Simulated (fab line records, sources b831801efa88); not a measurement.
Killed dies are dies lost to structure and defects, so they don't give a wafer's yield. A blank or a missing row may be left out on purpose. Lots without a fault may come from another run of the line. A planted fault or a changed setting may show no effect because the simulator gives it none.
Which tool did it? | flow gf180mcu | 12 lots, 36 wafers sampled, at 4 steps of a route of 602

WHAT THE GAUGES READ, wafer by wafer
GF_V3_THK_MEAS_25: measures by xrf. Usual: V3_W_THK 346 nm, standard deviation 5.1.
lot  | measured     | on            | V3_W_THK (nm) | flag
L348 | day 22 10:38 | film_metro-02 | 338 339 341   |
L349 | day 22 13:31 | film_metro-03 | 336 341 339   |
L353 | day 24 07:31 | film_metro-04 | 349 344 344   |
L355 | day 25 07:53 | film_metro-02 | 352 348 351   |
L359 | day 26 08:21 | film_metro-03 | 356 357 342   |
L360 | day 26 14:41 | film_metro-03 | 346 362 343   |
L362 | day 27 02:44 | film_metro-04 | 347 361 344   |
L365 | day 28 03:05 | film_metro-02 | 354 348 352   |
L366 | day 28 20:34 | film_metro-04 | 350 350 349   |
L367 | day 29 05:11 | film_metro-04 | 348 340 349   |
L370 | day 29 14:04 | film_metro-03 | 338 344 337   |
L371 | day 29 19:20 | film_metro-03 | 342 346 349   |

WHICH TOOL RAN EACH LOT (tool, then ch and the chambers of the sampled wafers, then the start)
lot  | GF_M3_STRIP_17                       | GF_V3_CMP_04                  | GF_V3_CVD_23
L348 | plasma_asher-01 ch 0,1, day 21 09:14 | cmp-01 ch 0,2, day 21 10:04   | cvd_w-02 ch 0,1, day 22 10:23
L349 | plasma_asher-01 ch 0, day 21 12:28   | cmp-02 ch 0,1, day 21 13:16   | cvd_w-02 ch 0,1, day 22 13:17
L353 | plasma_asher-01 ch 0,1, day 23 06:57 | cmp-01 ch 0,1,3, day 23 07:47 | cvd_w-01 ch 0,1, day 24 07:16
L355 | plasma_asher-01 ch 0,1, day 24 08:01 | cmp-02 ch 1,3, day 24 08:47   | cvd_w-01 ch 0,1, day 25 07:41
L359 | plasma_asher-01 ch 0,1, day 25 09:32 | cmp-02 ch 0,2,3, day 25 10:26 | cvd_w-02 ch 0,1, day 26 08:07
L360 | plasma_asher-04 ch 0,1, day 25 15:47 | cmp-02 ch 0,1,3, day 25 16:36 | cvd_w-02 ch 0,1, day 26 14:27
L362 | plasma_asher-03 ch 0,1, day 26 03:24 | cmp-01 ch 2,3, day 26 04:12   | cvd_w-02 ch 0,1, day 27 02:30
L365 | plasma_asher-01 ch 0,1, day 27 05:11 | cmp-02 ch 1,2, day 27 05:57   | cvd_w-01 ch 0,1, day 28 02:52
L366 | plasma_asher-03 ch 0,1, day 27 22:21 | cmp-02 ch 0,1,3, day 27 23:14 | cvd_w-01 ch 0, day 28 20:20
L367 | plasma_asher-01 ch 0,1, day 28 07:47 | cmp-02 ch 0,2,3, day 28 08:35 | cvd_w-01 ch 0,1, day 29 04:57
L370 | plasma_asher-03 ch 0,1, day 28 17:26 | cmp-01 ch 0,1,3, day 28 18:26 | cvd_w-02 ch 0,1, day 29 13:49
L371 | plasma_asher-01 ch 0,1, day 28 22:21 | cmp-01 ch 0,2,3, day 28 23:13 | cvd_w-01 ch 1, day 29 18:59
- GF_M3_STRIP_17: strips in O2/N2.
- GF_V3_CMP_04: polishes SiO2.
- GF_V3_CVD_23: deposits W, target thk 350 nm, time 104.9 s.

WHAT THE TOOLS THEMSELVES READ (means of the sampled wafers that have a number; where no wafer has one, the mark that the record gives instead)
GF_M3_STRIP_17. Usual: drypump_motor_current_A 5.64 A, standard deviation 0.23; heater_power_w 361 W, standard deviation 25; oes_product_au 0.557 a.u., standard deviation 0.0055; strip_time_to_endpoint_s 7.87 s, standard deviation 0.055.
lot  | tool            | drypump_motor_current_A (A) | heater_power_w (W) | oes_product_au (a.u.) | strip_time_to_endpoint_s (s) | flag
L348 | plasma_asher-01 | 5.78                        | 381                | 0.559                 | 7.81                         |
L349 | plasma_asher-01 | 5.88                        | 386                | 0.557                 | 7.91                         |
L353 | plasma_asher-01 | 5.64                        | 378                | 0.558                 | 7.83                         |
L355 | plasma_asher-01 | 5.65                        | 374                | 0.558                 | 7.84                         |
L359 | plasma_asher-01 | 5.77                        | 384                | 0.563                 | 7.92                         |
L360 | plasma_asher-04 | 5.49                        | 332                | 0.564                 | 7.96                         |
L362 | plasma_asher-03 | 5.45                        | 329                | 0.555                 | 7.84                         |
L365 | plasma_asher-01 | 5.77                        | 381                | 0.553                 | 7.81                         |
L366 | plasma_asher-03 | 5.65                        | 337                | 0.555                 | 7.87                         |
L367 | plasma_asher-01 | 5.76                        | 384                | 0.562                 | 7.86                         |
L370 | plasma_asher-03 | 5.65                        | 339                | 0.557                 | 7.88                         |
L371 | plasma_asher-01 | 5.64                        | 379                | 0.555                 | 7.84                         |

GF_V3_CMP_04. Usual: motor_current_A 12.5 A, standard deviation 0.84; slurry_filter_dp_kPa 13.49 kPa, standard deviation 0.15; time_to_endpoint_s 80 s, standard deviation 4.7.
lot  | tool   | motor_current_A (A) | slurry_filter_dp_kPa (kPa) | time_to_endpoint_s (s) | flag
L348 | cmp-01 | 12.5                | 13.50                      | 81                     |
L349 | cmp-02 | 13.0                | 13.61                      | 79                     |
L353 | cmp-01 | 11.8                | 13.49                      | 80                     |
L355 | cmp-02 | 13.0                | 13.59                      | 81                     |
L359 | cmp-02 | 12.4                | 13.45                      | 82                     |
L360 | cmp-02 | 12.7                | 13.41                      | 77                     |
L362 | cmp-01 | 12.3                | 13.58                      | 82                     |
L365 | cmp-02 | 13.2                | 13.62                      | 80                     |
L366 | cmp-02 | 12.8                | 13.48                      | 81                     |
L367 | cmp-02 | 13.0                | 13.45                      | 75                     |
L370 | cmp-01 | 11.9                | 13.52                      | 80                     |
L371 | cmp-01 | 12.8                | 13.38                      | 85                     |

GF_V3_CVD_23. Usual: heater_power_w 917 W, standard deviation 110; susceptor_temp_C 399.99 C, standard deviation 0.23.
lot  | tool     | heater_power_w (W) | susceptor_temp_C (C) | flag
L348 | cvd_w-02 | 814                | 400.10               |
L349 | cvd_w-02 | 895                | 400.14               |
L353 | cvd_w-01 | 985                | 400.08               |
L355 | cvd_w-01 | 925                | 399.64               |
L359 | cvd_w-02 | 833                | 401.59               | OFF
L360 | cvd_w-02 | 884                | 400.99               | OFF
L362 | cvd_w-02 | 910                | 400.90               | OFF
L365 | cvd_w-01 | 967                | 400.21               |
L366 | cvd_w-01 | 873                | 400.12               |
L367 | cvd_w-01 | 967                | 399.93               |
L370 | cvd_w-02 | 836                | 399.77               |
L371 | cvd_w-01 | 1042               | 400.14               |

THE ANSWER, worked out from the rows above alone
Rule: a lot is off if the mean of its wafers that have a number lies more than 3 standard deviations from the usual mean. A lot without any number at a reading at which 4 lots or more have one is off too. The other lots that the step has rows for count as sound. The gauges are gone through in route order, then the tools' own readings, and for those a lot's mean is taken as printed above. The first step at which some lot is off is used, and at that step the reading that is off furthest; a lot without a number counts as furthest.
Off: L359, L360, L362, at GF_V3_CVD_23 (susceptor_temp_C).
A tool fits if, at that step or a process step before it, it ran every lot that is off, and no sound lot after the first of them. None of those tried fits.

WHAT THE SIMULATOR HAD PUT IN
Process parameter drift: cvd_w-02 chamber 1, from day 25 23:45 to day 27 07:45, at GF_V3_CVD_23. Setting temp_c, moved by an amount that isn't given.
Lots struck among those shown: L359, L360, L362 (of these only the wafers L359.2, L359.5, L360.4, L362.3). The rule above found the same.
